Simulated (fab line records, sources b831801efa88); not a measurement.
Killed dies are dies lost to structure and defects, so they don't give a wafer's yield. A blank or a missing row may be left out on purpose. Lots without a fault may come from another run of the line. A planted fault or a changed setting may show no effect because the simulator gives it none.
Which tool did it? | flow gf180mcu | 11 lots, 33 wafers sampled, at 4 steps of a route of 602

WHAT THE GAUGES READ, wafer by wafer
GF_M2_RS_MEAS_05: measures by four-point-probe.
lot  | measured     | on            | M2_ALCU_RS (ohm/sq)
L574 | day 18 14:49 | film_metro-02 | 0.0690 0.0688 0.0685
L575 | day 19 00:14 | film_metro-01 | 0.0714 0.0706 0.0701
L576 | day 19 07:33 | film_metro-04 | 0.0691 0.0694 0.0689
L578 | day 20 07:19 | film_metro-01 | 0.1080 0.1083 0.1071
L580 | day 21 01:07 | film_metro-04 | 0.1057 0.1042 0.1046
L586 | day 23 03:52 | film_metro-02 | 0.0682 0.0690 0.0691
L588 | day 23 20:38 | film_metro-01 | 0.0693 0.0691 0.0690
L590 | day 24 08:35 | film_metro-01 | 0.0706 0.0710 0.0708
L591 | day 24 19:23 | film_metro-04 | 0.0697 0.0690 0.0690
L592 | day 25 00:37 | film_metro-02 | 0.0693 0.0681 0.0695
L594 | day 25 18:08 | film_metro-02 | 0.0693 0.0688 0.0694

WHICH TOOL RAN EACH LOT (tool, then ch and the chambers of the sampled wafers, then the start)
lot  | GF_V1_CVD_23                  | GF_M2_SPUTTER_02             | GF_M2_SPUTTER_03
L574 | cvd_w-01 ch 0,1, day 18 14:00 | pvd_sputter-01, day 18 14:43 | pvd_sputter-01, day 18 14:45
L575 | cvd_w-01 ch 0, day 18 23:19   | pvd_sputter-03, day 19 00:09 | pvd_sputter-03, day 19 00:11
L576 | cvd_w-02 ch 0, day 19 06:43   | pvd_sputter-03, day 19 07:26 | pvd_sputter-03, day 19 07:28
L578 | cvd_w-02 ch 0,1, day 20 06:30 | pvd_sputter-03, day 20 07:11 | pvd_sputter-03, day 20 07:13
L580 | cvd_w-02 ch 0,1, day 21 00:18 | pvd_sputter-03, day 21 00:59 | pvd_sputter-03, day 21 01:01
L586 | cvd_w-01 ch 0,1, day 23 03:03 | pvd_sputter-03, day 23 03:46 | pvd_sputter-03, day 23 03:48
L588 | cvd_w-02 ch 0,1, day 23 19:49 | pvd_sputter-03, day 23 20:32 | pvd_sputter-03, day 23 20:34
L590 | cvd_w-02 ch 0,1, day 24 07:47 | pvd_sputter-02, day 24 08:30 | pvd_sputter-02, day 24 08:32
L591 | cvd_w-02 ch 0, day 24 18:30   | pvd_sputter-03, day 24 19:18 | pvd_sputter-03, day 24 19:20
L592 | cvd_w-02 ch 0,1, day 24 23:48 | pvd_sputter-01, day 25 00:29 | pvd_sputter-01, day 25 00:31
L594 | cvd_w-01 ch 0,1, day 25 17:19 | pvd_sputter-02, day 25 18:02 | pvd_sputter-02, day 25 18:04
- GF_V1_CVD_23: deposits W, target thk 350 nm, time 105.05 s.
- GF_M2_SPUTTER_02: material AlCu, target thk 450 nm, time 23.9 s.
- GF_M2_SPUTTER_03: material Ti, target thk 10 nm, time 6.7 s.

THE ANSWER, worked out from the rows above alone
Rule: what is usual is taken from the lots themselves. Put in order of their means at a reading, lots are off if they are a third of the lots or fewer, leave a main group of 4 or more, and stand apart from it by a gap of 3 or more times the standard deviation of the main group's means; of several such gaps the widest counts. A main group whose means are all the same, to the digits that the tables above print for the reading, isn't used. A lot without any number at a reading at which 4 lots or more have one is off too. The other lots that the step has rows for count as sound.
Off: L578, L580, at GF_M2_RS_MEAS_05 (M2_ALCU_RS). The main group: mean 0.0694 ohm/sq, standard deviation 0.00074.
A tool fits if, at a process step before that reading, it ran every lot that is off, and no sound lot after the first of them. The gauges at GF_M2_RS_MEAS_05 are tried like those tools. None of those tried fits.

WHAT THE SIMULATOR HAD PUT IN
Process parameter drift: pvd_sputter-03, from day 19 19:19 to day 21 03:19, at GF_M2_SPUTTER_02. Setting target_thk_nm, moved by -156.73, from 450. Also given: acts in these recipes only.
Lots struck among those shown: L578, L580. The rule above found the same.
